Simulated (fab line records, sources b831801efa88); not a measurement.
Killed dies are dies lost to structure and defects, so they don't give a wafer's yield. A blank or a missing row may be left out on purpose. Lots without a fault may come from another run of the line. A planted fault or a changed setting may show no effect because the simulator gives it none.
Problem report in the 8D (eight disciplines) form, filled by code | flow sky130 | the parts of the form that need people (team, actions taken, sign-off) are left out

1. THE PROBLEM
VT_ADJUST_NCORE_TW at SKY_VT_ADJUST_NCORE_TW_MEAS_11 reads a mean of 205.1 on 6 wafers of 2 lots; wafers without a fault read 218.8 with a standard deviation of 1.5. That is -9.2 standard deviations from the usual mean.
First seen on wafer L484.1, day 14 16:17, on film_metro-01. The record holds 36 wafers of 12 lots with a number at this step. Rule for "out", or "out of limits": more than 4 standard deviations from the usual mean. The other wafers with a number count as sound.

2. WHAT IT IS AND WHAT IT IS NOT
question                    | is                     | is not
which readings at this step | VT_ADJUST_NCORE_TW     | -
which lots                  | L484, L485             | L466, L468, L469, L474, L475, L476, L477, L487, L488, L489
which wafers of those lots  | all that have a number | -
read on which gauges        | film_metro-01          | film_metro-02, film_metro-03
when                        | from day 14 16:17      | up to then (21 sound wafers); but 9 sound wafers of L487, L488, L489 came after

3. SUSPECTS, AND WHAT RULES EACH OUT
Counting: a tool at a process step up to the reading stays a suspect if it ran every lot that is out and no sound lot after the first of them.
- the gauge at SKY_VT_ADJUST_NCORE_TW_MEAS_11: ruled out. All the wafers that are out were read on film_metro-01, but those of them that SKY_VT_ADJUST_NCORE_IMPLANT_09 has rows for are out there too, on other tools.
- rie_diel-02 at SKY_FIELD_ISO_ETCH_15 (etches the open film in CHF3/O2, stops on Si, target depth 180 nm, time 72 s): ruled out as a lasting fault. Sound lots L487 ran on it after its first lot that is out, L484 (day 6 02:41).
- implanter-03 at SKY_VT_ADJUST_NCORE_IMPLANT_09: kept. It ran every lot that is out, first L484 (day 14 16:02), and no sound lot after that; its last sound lot up to then is L476 (day 11 19:26). Its own readings are out on those wafers: beam_energy_keV.
Left after counting: implanter-03 at SKY_VT_ADJUST_NCORE_IMPLANT_09.

4. THE CAUSE (what the simulator had put in)
Process parameter drift: implanter-03, from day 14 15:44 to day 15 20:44, at SKY_VT_ADJUST_NCORE_IMPLANT_09. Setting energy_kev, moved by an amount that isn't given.
Counting left only this tool.

5. THE CHAIN OF EFFECTS, in route order
Each row: a reading whose mean over the struck wafers that have a number lies more than 3 standard deviations from the usual. Only readings for which the record gives a usual standard deviation are gone through. hours: the time from each lot's start at the first step in this table that gives one to its start at this step, as a median over the lots. sigmas: the change in usual standard deviations.
hours | step                           | reading            | usual  | on struck wafers | change | sigmas
0     | SKY_VT_ADJUST_NCORE_IMPLANT_09 | beam_energy_keV    | 10.000 | 7.646            | -2.354 | -99 or more
0     | SKY_VT_ADJUST_NCORE_TW_MEAS_11 | VT_ADJUST_NCORE_TW | 218.8  | 205.1            | -13.8  | -9.2
The process steps in it:
- SKY_VT_ADJUST_NCORE_IMPLANT_09

6. WHAT WOULD HAVE CAUGHT IT SOONER
In this record the first reading out of limits at a measuring or inspecting step was taken at day 14 16:17, 1 hour after the fault began at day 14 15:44.
The tool's own readings at SKY_VT_ADJUST_NCORE_IMPLANT_09 were out on every struck wafer that the step has a row for (beam_energy_keV): an alarm limit on them would have fired on the first of those.
Of the lots that are out (2), L485 began SKY_VT_ADJUST_NCORE_IMPLANT_09 on implanter-03 after day 14 16:17. A hold on the tool at that time would have spared it.
